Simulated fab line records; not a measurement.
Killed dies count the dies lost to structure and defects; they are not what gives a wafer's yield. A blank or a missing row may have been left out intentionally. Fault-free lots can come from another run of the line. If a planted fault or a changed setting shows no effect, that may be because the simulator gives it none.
Which tool was responsible? | flow gf180mcu | 7 lots, 21 wafers sampled, at 3 steps of a route of 602

== WHAT THE GAUGES SHOWED, per wafer ==
GF_M5_CD_MEAS_07: target cd 280 nm.
lot  | measured     | on       | cdNm (nm)
L424 | day 27 02:03 | cdSem-01 | 281.2 280.4 280.1
L427 | day 27 22:58 | cdSem-02 | 280.7 278.7 280.2
L430 | day 28 19:04 | cdSem-02 | 277.7 277.6 278.0
L432 | day 29 14:50 | cdSem-02 | 280.9 280.3 280.3
L434 | day 30 01:17 | cdSem-01 | 278.1 276.8 276.8
L436 | day 30 14:56 | cdSem-02 | 280.7 280.5 280.8
L444 | day 32 13:31 | cdSem-02 | 277.3 277.1 276.8

== WHICH TOOL RAN EACH LOT (tool, then ch and the chambers of the sampled wafers, then the start) ==
lot  | GF_V1_SPUTTER_21            | GF_MIM_SPUTTER_00
L424 | pvdSputter-04, day 19 02:00 | pvdSputter-03, day 25 07:24
L427 | pvdSputter-02, day 20 04:46 | pvdSputter-02, day 26 05:47
L430 | pvdSputter-02, day 21 03:58 | pvdSputter-03, day 27 02:35
L432 | pvdSputter-02, day 22 02:31 | pvdSputter-01, day 27 22:52
L434 | pvdSputter-02, day 22 17:04 | pvdSputter-02, day 28 09:31
L436 | pvdSputter-02, day 23 09:52 | pvdSputter-01, day 29 00:31
L444 | pvdSputter-02, day 25 19:59 | pvdSputter-02, day 31 02:28
- GF_V1_SPUTTER_21: material Ti, target thk 15 nm, time 80.02 s.
- GF_MIM_SPUTTER_00: material Ti, target thk 37.5 nm, time 150 s.

== THE ANSWER, worked out from the rows above alone ==
Rule: the usual values come from the lots themselves. The widest of any qualifying gaps counts: lots, ordered by their means at a reading, are off when they make up no more than a third of the lots, leave a main group of 4 or more, and stand apart from it by 3 or more times the standard deviation of that group's means. Not used: any main group whose means are identical at the precision the tables above print for the reading. A lot without any number at a reading at which 4 lots or more have one is off too. Where the step has rows for the other lots, those lots are counted as sound.
No lot is off at any reading shown: from this, nothing can be told.

== WHAT HAD BEEN PUT IN BY THE SIMULATOR ==
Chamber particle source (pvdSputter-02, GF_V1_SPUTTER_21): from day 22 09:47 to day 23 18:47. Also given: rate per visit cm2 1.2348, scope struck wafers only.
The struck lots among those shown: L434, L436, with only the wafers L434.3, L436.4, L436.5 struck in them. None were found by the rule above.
